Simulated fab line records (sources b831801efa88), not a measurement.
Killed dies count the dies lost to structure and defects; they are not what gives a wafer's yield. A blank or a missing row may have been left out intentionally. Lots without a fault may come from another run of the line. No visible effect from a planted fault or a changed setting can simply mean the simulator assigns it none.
A single fault, viewed from 2 desks    flow gf180mcu    what lay behind the numbers comes last; until then each desk has only its own

FOR THE TOOL OWNER'S DESK: cmp-01
The tool's own readings at GF_V5_CMP_04 (polishes SiO2): means of the sampled wafers that have a number, for each lot that ran on this tool. The brackets show how far a lot's mean lies from the usual mean; more than 4 standard deviations puts the lot out of limits, marked OUT.
Columns: A = motor_current_A at GF_V5_CMP_04, usual 12.1 A
lot   first seen here  A
L778  day 26 07:58     12.5
L781  day 27 04:25     11.8
L787  day 29 05:14     13.0
L788  day 29 08:50     12.9
L795  day 31 12:17     11.4
L796  day 31 16:25     11.6
L799  day 32 07:17     11.3
L800  day 32 14:46     11.6
L801  day 32 20:02     11.4
This desk's finding: nothing out of limits on any of the 9 lots.

THE METROLOGY DESK
Lot by lot, what the gauges showed, no matter which tool ran the lot: averages of those sampled wafers that carry a number. The brackets show how far a lot's mean lies from the usual mean; more than 4 standard deviations puts the lot out of limits, marked OUT.
Columns: A = HV_LDD_CVD_56_THK at GF_HV_LDD_THK_MEAS_57, usual 90.0 nm; B = V5_BOW at GF_V5_BOW_MEAS_05, usual 132 um
lot   first seen here  A     B
L778  day 12 12:08     90.5  128
L781  day 13 09:21     89.5  126
L787  day 15 15:10     89.7  133
L788  day 15 15:37     90.6  145
L795  day 18 08:53     91.6  125
L796  day 18 13:21     89.9  133
L797  day 18 23:43     90.7  132
L798  day 19 01:13     89.2  127
L799  day 19 11:09     88.9  127
L800  day 19 19:26     90.2  127
L801  day 20 07:10     89.6  126
This desk's finding: nothing out of limits on any of the 11 lots.

TAKEN TOGETHER
Nothing out of limits was seen by the tool owner's desk.
At the metrology desk, nothing out of limits was observed.

WHAT HAD BEEN PUT IN BY THE SIMULATOR
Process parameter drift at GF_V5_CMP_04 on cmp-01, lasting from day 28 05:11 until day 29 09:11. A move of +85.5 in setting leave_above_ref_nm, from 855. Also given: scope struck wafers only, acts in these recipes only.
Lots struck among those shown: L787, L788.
